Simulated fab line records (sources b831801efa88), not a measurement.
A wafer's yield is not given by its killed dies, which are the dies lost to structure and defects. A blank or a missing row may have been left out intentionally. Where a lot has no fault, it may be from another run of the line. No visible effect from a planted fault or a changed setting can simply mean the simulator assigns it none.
Struck lot and sound lot, side by side    flow sky130    15 steps out of a route of 708
Sound: the wafers L275.2, L275.5, L275.6. Struck: wafer L283.4 (left out: L283.2, a lot-mate that was not struck); the cause follows at the end.
Per side, at each step with rows, come the tool, then ch with its chambers, and then its first start. Under that, the readings that differ: sound wafers    struck wafers    difference of the means    sigmas: that difference in standard deviations of wafers without a fault.
alike: words and numbers the same on both sides, and readings whose means are apart by under 2 such deviations; not compared: readings that were withheld, readings missing a value for some wafer, numbers with overlapping values and no deviation given by the record, and bounds like >300 which may hide the same value.
Wherever a step has rows on one side only, a row that says differs or no value, or a row with sigmas, the two part there. Numbers that have no deviation but don't overlap get no sigmas and don't part them. Lack of a reading on every wafer of one side parts them only where that side has two or more wafers.

SKY_CONTACT_SPUTTER_23: material TiN, target thk 20 nm, time 80 s.
  sound: pvd_sputter-04 at day 33 01:29; struck: pvd_sputter-02 at day 35 12:02
reading                 sound                 struck  difference  sigmas
cathode_dc_power_W (W)  3999.6 4000.1 3999.0  4001.1  +1.5        +2
throttle_valve_pct (%)  30.0 29.1 28.0        31.7    +2.7        +2
  alike: chamber_pressure_pa
SKY_CONTACT_CVD_24: deposits W, target thk 340 nm, time 102.12 s.
  sound on cvd_w-02 ch 0,1, day 33 01:33; struck on cvd_w-02 ch 0, day 35 12:05
  alike: heater_power_w
SKY_CONTACT_RS_MEAS_25: the measuring method here is four-point-probe.
  sound: film_metro-02 at day 33 01:41; struck: film_metro-02 at day 35 12:13
  alike: CONTACT_W_RS
SKY_CONTACT_THK_MEAS_26: measures by xrf.
  sound: film_metro-02 at day 33 01:47; struck: film_metro-02 at day 35 12:20
  alike: CONTACT_W_THK
SKY_CONTACT_CMP_27: polishes, stops on SiO2, t overpolish 15 s, target thk 0 nm.
  sound on cmp-01 ch 0,1,3, day 33 01:59; struck on cmp-02 ch 3, day 35 12:23
reading                 sound     struck  difference  sigmas
time_to_endpoint_s (s)  81 86 79  75      -7          -2
  alike: motor_current_A, overpolish_run_s
SKY_METAL1_SPUTTER_00: material Ti, target thk 15 nm, time 10 s.
  sound: pvd_sputter-01 at day 33 02:08; struck: pvd_sputter-03 at day 35 12:41
  alike: cathode_dc_power_W, chamber_pressure_pa, throttle_valve_pct
then, 3 steps without rows for these wafers: SKY_METAL1_SPUTTER_01 (material TiN, target thk 20 nm, time 16.7 s); SKY_METAL1_SPUTTER_02 (material AlCu, target thk 250 nm, time 13.3 s); SKY_METAL1_SPUTTER_03 (material Ti, target thk 5 nm, time 3.3 s).
SKY_METAL1_SPUTTER_04: material TiN, target thk 70 nm, time 58.3 s.
  sound: pvd_sputter-01 at day 33 02:14; struck: pvd_sputter-03 at day 35 12:46
  alike: cathode_dc_power_W, chamber_pressure_pa, throttle_valve_pct
SKY_METAL1_RS_MEAS_05: the measuring method here is four-point-probe.
  sound: film_metro-04 at day 33 02:18; struck: film_metro-02 at day 35 12:50
  alike: METAL1_ALCU_RS
SKY_METAL1_THK_MEAS_06: measures by xrf.
  sound: film_metro-04 at day 33 02:25; struck: film_metro-02 at day 35 12:57
  alike: METAL1_ALCU_THK
SKY_METAL1_DEHYDRATE_07: time 60 s.
  sound on litho_track-02 ch 0, day 33 15:10; struck on litho_track-02 ch 0, day 36 01:37
reading                   sound                 struck  difference  sigmas
heater_power_total_W (W)  160.45 160.21 160.31  174.29  +13.97      +99 or more
run_length_s (s)          89.06 89.29 89.30     75.62   -13.60      -85
then, 1 step without rows for these wafers: SKY_METAL1_HMDS_08 (prime time 60 s).
-- the record jumps here: 13 days lie between the struck wafers' starts before and after (it left off in module METAL1 and takes up again in module PAD_OPEN, whose first step shown is number 708 of the route) --
SKY_PAD_OPEN_PROBE_99:
  sound: prober-02 at day 46 20:43; struck: prober-02 at day 48 17:40
  alike: defect_limited_yield, killed_at_M0_to_M3, killed_at_M4_up, killed_at_contacts, killed_at_front_end, killed_at_other, killed_dies, killed_open, killed_short, sort_bin_3_pad_short, sort_bin_5_function, sort_bin_6_memory, sort_n_pass, sort_yield_pct

## WHERE THEY PART
First at SKY_CONTACT_SPUTTER_23; last, within this record, at SKY_METAL1_DEHYDRATE_07. Later steps at which nothing parts them and some readings are alike: SKY_PAD_OPEN_PROBE_99.

WHY: the cause the simulator had injected
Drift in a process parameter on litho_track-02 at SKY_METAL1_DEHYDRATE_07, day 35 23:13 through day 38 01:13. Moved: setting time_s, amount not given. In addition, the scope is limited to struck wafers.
